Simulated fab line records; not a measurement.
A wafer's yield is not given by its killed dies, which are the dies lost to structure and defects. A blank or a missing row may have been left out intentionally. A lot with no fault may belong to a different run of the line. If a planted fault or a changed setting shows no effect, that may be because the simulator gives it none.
Matching of chambers | flow sky130 | pecvd-02 running SKY_CAPM_CVD_00: 3 sister chambers
The step deposits SiO2, target thk 15.5 nm. 3 wafers are shown with their chamber, then 12 later ones without.

== WAFERS PAIRED WITH THEIR CHAMBERS ==
wafer  | chamber | heater-power-w (W)
L091.5 | 1       | 722
L092.4 | 2       | 681
L092.6 | 0       | 647

== WAFERS WITH NO CHAMBER GIVEN ==
wafer  | heater-power-w (W)
L093.1 | 717
L093.3 | 596
L093.6 | 608
L095.4 | 662
L095.5 | 738
L095.6 | 624
L096.3 | 611
L096.4 | 742
L096.6 | 603
L097.2 | 641
L097.3 | 652
L097.5 | 637

== WHICH CHAMBER EACH ONE RAN IN ==
wafer  | from the rows above          | in truth
L093.1 | can't be placed: 1 or 2      | 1
L093.3 | can't be placed: 0 or 2      | 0
L093.6 | can't be placed: 0 or 2      | 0
L095.4 | can't be placed: 0 or 2 or 1 | 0
L095.5 | can't be placed: 1 or 2      | 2
L095.6 | can't be placed: 0 or 2      | 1
L096.3 | can't be placed: 0 or 2      | 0
L096.4 | can't be placed: 1 or 2      | 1
L096.6 | can't be placed: 0 or 2      | 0
L097.2 | can't be placed: 0 or 2      | 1
L097.3 | can't be placed: 0 or 2      | 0
L097.5 | can't be placed: 0 or 2      | 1
Placed correctly: 0 of 12. From these rows, 12 cannot be placed; in 9 the true chamber is one of the candidates. Wrongly placed: 0.
How it was worked out, from the rows above alone: a wafer's distance from a chamber is the root of the sum, over the readings, of the square of ((its reading less the chamber's mean) divided by the reading's scatter). If the next closest chamber is less than 2 further off than the closest, the wafer can't be placed; otherwise it belongs to the closest. For every chamber, the mean is computed from those of its wafers that are shown. The scatter (one wafer shown for each chamber): square how far every hidden wafer sits from the nearest shown wafer, average those squares and take the square root.
